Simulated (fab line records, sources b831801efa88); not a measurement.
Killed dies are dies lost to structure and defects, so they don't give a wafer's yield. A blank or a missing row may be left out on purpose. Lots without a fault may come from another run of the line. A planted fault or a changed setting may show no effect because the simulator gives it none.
Chamber matching | flow sky130 | SKY_POLY_GATE_ETCH_17 on rie_si-02: 4 sister chambers
The step etches poly-Si in HBr/Cl2, stops on SiO2, target depth 180 nm, time 70.5 s. 8 wafers are shown with their chamber, then 8 later ones without.

WAFERS WITH THEIR CHAMBER
wafer  | chamber | throttle_valve_pct (%) | oes_product_au (a.u.)
L674.3 | 1       | 33.678                 | 0.973
L674.5 | 1       | 33.683                 | 0.972
L675.4 | 2       | 33.683                 | 0.973
L675.6 | 3       | 33.707                 | 0.991
L683.2 | 2       | 33.678                 | 0.979
L683.3 | 0       | 33.670                 | 0.978
L683.6 | 3       | 33.688                 | 0.974
L685.1 | 0       | 33.682                 | 0.989

WAFERS WITHOUT THEIR CHAMBER
wafer  | throttle_valve_pct (%) | oes_product_au (a.u.)
L685.2 | 33.689                 | 0.985
L685.5 | 33.688                 | 0.984
L687.1 | 33.680                 | 0.985
L687.3 | 33.671                 | 0.990
L687.6 | 33.693                 | 0.990
L689.1 | 33.667                 | 0.973
L689.4 | 33.680                 | 0.978
L689.6 | 33.677                 | 0.988

WHICH CHAMBER EACH WENT THROUGH
wafer  | from the rows above               | in truth
L685.2 | can't be placed: 3 or 0 or 2 or 1 | 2
L685.5 | can't be placed: 3 or 2 or 0 or 1 | 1
L687.1 | can't be placed: 0 or 2 or 1 or 3 | 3
L687.3 | can't be placed: 0 or 2 or 1      | 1
L687.6 | can't be placed: 3 or 0 or 2 or 1 | 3
L689.1 | can't be placed: 1 or 2 or 0      | 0
L689.4 | can't be placed: 2 or 1 or 0 or 3 | 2
L689.6 | can't be placed: 0 or 2 or 1 or 3 | 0
Placed correctly: 0 of 8. Can't be placed from these rows: 8 (the true chamber is among the candidates in 8). Placed wrongly: 0.
How it was worked out, from the rows above alone: a wafer's distance from a chamber is the root of the sum, over the readings, of the square of ((its reading less the chamber's mean) divided by the reading's scatter). The wafer belongs to the nearest chamber; if the next one is less than 2 further off, it can't be placed. A chamber's mean is the mean of its shown wafers. The scatter: the root of (the sum of the squares of (reading less its chamber's mean) over the shown wafers, divided by (wafers less chambers)).
